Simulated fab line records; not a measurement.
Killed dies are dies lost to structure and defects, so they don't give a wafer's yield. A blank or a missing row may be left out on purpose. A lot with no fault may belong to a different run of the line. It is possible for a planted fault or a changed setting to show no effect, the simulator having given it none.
One fault seen from 2 desks / flow gf180mcu / each desk holds nothing but its own numbers, with what lay behind them at the end

== THE METROLOGY DESK ==
What the gauges read, lot by lot, whatever tool the lot ran on: means of the sampled wafers that have a number. A lot is out of limits, marked OUT, if its mean lies more than 4 standard deviations from the usual mean; the brackets give that distance.
Columns: A = M1_ALCU_RS at GF_M1_RS_MEAS_05, usual 0.0695 ohm/sq; B = M1_ALCU_THK at GF_M1_THK_MEAS_06, usual 450 nm; C = cd_nm at GF_M1_CD_MEAS_14, usual 229.6 nm; D = M1_OVL at GF_M1_OVL_MEAS_15, usual -4 nm
lot=L313; first seen here=day 16 04:05; A=0.0697; B=448; C=230.0; D=-5
lot=L319; first seen here=day 18 05:23; A=0.0707; B=443; C=228.8; D=-2
lot=L330; first seen here=day 22 09:44; A=0.0692; B=452; C=229.1; D=-6
lot=L332; first seen here=day 23 16:50; A=0.0688; B=455; C=231.0; D=-2
lot=L334; first seen here=day 24 00:00; A=0.0692; B=451; C=229.3; D=-8
lot=L335; first seen here=day 24 03:55; A=0.0688; B=454; C=229.0; D=-2
This desk's verdict: no lot among the 6 shows anything out of limits.

== TOOL OWNER'S DESK, rie_metal-01 ==
The tool's own readings at GF_M1_METAL_ETCH_16 (etches the open film in Cl2/BCl3, stops on SiO2, target depth 627.5 nm, time 104.6 s): means of the sampled wafers that have a number, for each lot that ran on this tool. A lot is out of limits, marked OUT, if its mean lies more than 4 standard deviations from the usual mean; the brackets give that distance.
Columns: A = drypump_motor_current_A at GF_M1_METAL_ETCH_16, usual 5.7 A; B = oes_product_au at GF_M1_METAL_ETCH_16, usual 0.972 a.u.; C = run_length_s at GF_M1_METAL_ETCH_16, usual 132.8 s; D = throttle_valve_pct at GF_M1_METAL_ETCH_16, usual 28.248 %
lot=L319; first seen here=day 19 05:49; A=5.2; B=0.961; C=133.3; D=28.260
lot=L330; first seen here=day 23 08:58; A=6.0; B=0.962; C=134.2; D=28.256
lot=L332; first seen here=day 24 15:01; A=4.8; B=0.971; C=134.7 (+4.5) OUT; D=28.247
Finding of this desk: L332 out of limits; the first was L332 at day 24 15:01, on run_length_s at GF_M1_METAL_ETCH_16. In limits: L319, L330.

== ALL TOGETHER ==
The tool owner's desk could have raised an alarm at day 24 15:01, on L332.
Metrology desk: nothing out of limits seen.
The metrology desk holds a record of L332, inside its limits.
GF_M1_METAL_ETCH_16 was run on rie_metal-01 by each of the lots named.

== WHAT THE SIMULATOR HAD INSERTED ==
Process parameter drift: rie_metal-01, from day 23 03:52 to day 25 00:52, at GF_M1_METAL_ETCH_16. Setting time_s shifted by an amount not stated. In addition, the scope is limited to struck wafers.
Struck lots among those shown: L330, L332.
How many hours passed from the start of the fault until each desk's first out-of-limits reading: the tool owner's desk, 35.
